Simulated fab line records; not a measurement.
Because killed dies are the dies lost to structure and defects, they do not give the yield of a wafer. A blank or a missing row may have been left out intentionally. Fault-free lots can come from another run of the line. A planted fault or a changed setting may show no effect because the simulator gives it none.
What tool caused it?    flow sky130    route of 708 steps, sampled at 1 step: 12 lots, 36 wafers

WHAT THE GAUGES SHOWED, per wafer
SKY_LI_CONTACT_OVL_MEAS_13.
lot   measured      on          LI_CONTACT_OVL (nm)
L075  day 30 04:00  overlay-01  -4 -7 5
L077  day 30 11:39  overlay-01  -1 1 6
L079  day 31 07:38  overlay-02  5 -2 5
L081  day 31 21:44  overlay-01  -4 -4 -2
L083  day 32 11:17  overlay-02  -3 -1 -4
L085  day 33 05:53  overlay-01  -12 -6 -15
L087  day 33 18:20  overlay-01  3 -3 -3
L089  day 34 14:29  overlay-02  0 -4 5
L091  day 34 23:50  overlay-01  -5 -3 -4
L093  day 35 09:11  overlay-02  -4 0 0
L095  day 35 23:20  overlay-01  5 -10 -4
L097  day 36 12:48  overlay-01  4 1 9

EACH LOT AND THE TOOL THAT RAN IT (in order: tool; ch and the chambers of the sampled wafers; start)
The record shows no process step preceding these readings.

THE ANSWER, worked out from the rows above alone
Rule: what is usual is taken from the lots themselves. The widest of any qualifying gaps counts: lots, ordered by their means at a reading, are off when they make up no more than a third of the lots, leave a main group of 4 or more, and stand apart from it by 3 or more times the standard deviation of that group's means. Not used: any main group whose means are identical at the precision the tables above print for the reading. Also off: a lot with no number at a reading for which 4 or more lots have one. The other lots that the step has rows for count as sound.
No lot is off at any reading shown: from this, nothing can be told.

WHAT THE SIMULATOR PUT IN
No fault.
